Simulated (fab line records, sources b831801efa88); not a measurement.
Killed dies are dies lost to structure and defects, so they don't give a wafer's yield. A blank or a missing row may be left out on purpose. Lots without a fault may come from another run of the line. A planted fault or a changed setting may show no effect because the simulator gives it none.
Chamber matching | flow sky130 | SKY_VIA1_ETCH_14 on rie_diel-03: 4 sister chambers
The step etches BARC in N2/H2, stops on SiO2, time 45.9 s, target depth 60 nm. 22 wafers are shown with their chamber, then 11 later ones without.

WAFERS WITH THEIR CHAMBER
wafer  | chamber | drypump_motor_current_A (A) | oes_product_au (a.u.) | throttle_valve_pct (%)
L076.2 | 2       | 5.0                         | 0.854                 | 13.222
L076.3 | 3       | 6.0                         | 0.849                 | 13.234
L076.6 | 2       | 5.0                         | 0.856                 | 13.226
L078.1 | 0       | 6.0                         | 0.854                 | 13.221
L078.2 | 1       | 5.2                         | 0.862                 | 13.227
L078.6 | 3       | 6.0                         | 0.861                 | 13.225
L079.1 | 1       | 5.2                         | 0.857                 | 13.239
L079.4 | 1       | 5.1                         | 0.858                 | 13.221
L079.6 | 0       | 6.0                         | 0.854                 | 13.213
L081.1 | 2       | 5.0                         | 0.853                 | 13.249
L081.4 | 1       | 5.2                         | 0.852                 | 13.237
L081.5 | 3       | 6.0                         | 0.849                 | 13.219
L082.1 | 0       | 5.9                         | 0.856                 | 13.233
L082.2 | 3       | 6.0                         | 0.853                 | 13.211
L082.5 | 3       | 6.0                         | 0.851                 | 13.226
L084.1 | 1       | 5.1                         | 0.858                 | 13.223
L084.4 | 0       | 6.0                         | 0.853                 | 13.228
L084.6 | 1       | 5.1                         | 0.851                 | 13.217
L085.3 | 0       | 5.9                         | 0.853                 | 13.220
L085.4 | 2       | 5.0                         | 0.853                 | 13.226
L085.6 | 2       | 5.0                         | 0.846                 | 13.224
L087.2 | 0       | 6.0                         | 0.852                 | 13.237

SIGNATURES (means of the wafers above)
reading                 | chamber 0 | chamber 1 | chamber 2 | chamber 3 | scatter within a chamber
drypump_motor_current_A | 5.967     | 5.150     | 5.000     | 6.000     | 0.0397
oes_product_au          | 0.85367   | 0.85633   | 0.85240   | 0.85260   | 0.00373
throttle_valve_pct      | 13.22533  | 13.22733  | 13.22940  | 13.22300  | 0.00937
Rule: a wafer's distance from a chamber is the root of the sum, over the readings, of the square of ((its reading less the chamber's mean) divided by the reading's scatter). The wafer belongs to the nearest chamber; if the next one is less than 2 further off, it can't be placed. The scatter: the root of (the sum of the squares of (reading less its chamber's mean) over the shown wafers, divided by (wafers less chambers)).

WAFERS WITHOUT THEIR CHAMBER
wafer  | drypump_motor_current_A (A) | oes_product_au (a.u.) | throttle_valve_pct (%)
L087.5 | 5.0                         | 0.853                 | 13.233
L087.6 | 6.0                         | 0.862                 | 13.220
L091.1 | 5.0                         | 0.858                 | 13.225
L091.4 | 6.0                         | 0.861                 | 13.225
L091.5 | 6.0                         | 0.859                 | 13.233
L094.2 | 5.0                         | 0.849                 | 13.222
L094.3 | 6.0                         | 0.854                 | 13.226
L094.6 | 5.1                         | 0.854                 | 13.223
L095.3 | 6.0                         | 0.859                 | 13.231
L095.4 | 5.0                         | 0.854                 | 13.250
L095.5 | 5.0                         | 0.854                 | 13.208

WHICH CHAMBER EACH WENT THROUGH
wafer  | from the rows above     | in truth
L087.5 | 2                       | 2
L087.6 | can't be placed: 0 or 3 | 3
L091.1 | 2                       | 2
L091.4 | can't be placed: 0 or 3 | 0
L091.5 | can't be placed: 0 or 3 | 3
L094.2 | 2                       | 2
L094.3 | can't be placed: 3 or 0 | 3
L094.6 | can't be placed: 1 or 2 | 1
L095.3 | can't be placed: 0 or 3 | 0
L095.4 | 2                       | 2
L095.5 | 2                       | 2
Placed correctly: 5 of 11. Can't be placed from these rows: 6 (the true chamber is among the candidates in 6). Placed wrongly: 0.
